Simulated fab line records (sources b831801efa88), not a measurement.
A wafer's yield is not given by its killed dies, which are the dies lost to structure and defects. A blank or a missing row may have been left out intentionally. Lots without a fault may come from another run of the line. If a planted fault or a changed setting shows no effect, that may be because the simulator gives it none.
Matching of chambers | flow gf180mcu | GF_V5_CMP_26 on cmp-01 has 4 sister chambers
The step polishes, stops on SiO2, t overpolish 15 s, target thk 0 nm. 14 wafers are shown with their chamber, then 7 later ones without.

## WAFERS PAIRED WITH THEIR CHAMBERS
wafer  | chamber | motor_current_A (A) | time_to_endpoint_s (s) | overpolish_run_s (s)
L074.1 | 3       | 13.2                | 90                     | 14.997
L074.3 | 1       | 11.1                | 80                     | 14.991
L074.5 | 3       | 12.0                | 90                     | 15.000
L075.1 | 3       | 12.5                | 94                     | 15.005
L075.4 | 0       | 12.0                | 78                     | 14.991
L075.5 | 2       | 10.1                | 88                     | 14.999
L077.1 | 0       | 11.6                | 79                     | 14.996
L077.2 | 1       | 11.2                | 88                     | 15.004
L077.4 | 3       | 13.0                | 97                     | 14.982
L078.1 | 0       | 12.3                | 84                     | 15.019
L078.2 | 3       | 12.6                | 94                     | 14.998
L078.5 | 1       | 10.7                | 86                     | 14.984
L082.2 | 3       | 13.0                | 93                     | 14.995
L082.3 | 2       | 10.0                | 91                     | 14.993

SIGNATURES (means of the wafers above)
reading            | chamber 0 | chamber 1 | chamber 2 | chamber 3 | scatter within a chamber
motor_current_A    | 11.967    | 11.000    | 10.050    | 12.717    | 0.369
time_to_endpoint_s | 80.33     | 84.67     | 89.50     | 93.00     | 3.1
overpolish_run_s   | 15.00200  | 14.99300  | 14.99600  | 14.99617  | 0.00984
Rule: a wafer lies at a distance from a chamber equal to the root of the sum of squares, over the readings, of (its reading less the chamber's mean, divided by the reading's scatter). The wafer belongs to the nearest chamber; if the next one is less than 2 further off, it can't be placed. How the scatter is found: for the shown wafers, subtract from each reading the mean of its chamber, square and add these, divide the total by (wafers less chambers), then take the root.

## WAFERS MISSING THEIR CHAMBER
wafer  | motor_current_A (A) | time_to_endpoint_s (s) | overpolish_run_s (s)
L082.5 | 9.9                 | 91                     | 15.005
L091.1 | 11.3                | 89                     | 14.995
L091.3 | 12.6                | 80                     | 15.007
L091.5 | 12.6                | 93                     | 15.004
L096.1 | 12.6                | 88                     | 14.989
L096.2 | 12.7                | 100                    | 15.001
L096.4 | 9.6                 | 92                     | 15.004

## WHICH CHAMBER EACH WENT THROUGH
wafer  | from the rows above          | in truth
L082.5 | 2                            | 2
L091.1 | can't be placed: 1 or 2 or 0 | 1
L091.3 | 0                            | 0
L091.5 | 3                            | 3
L096.1 | can't be placed: 3 or 0      | 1
L096.2 | 3                            | 3
L096.4 | 2                            | 2
Placed correctly: 5 of 7. From these rows, 2 cannot be placed; in 1 the true chamber is one of the candidates. Number placed wrongly: 0.
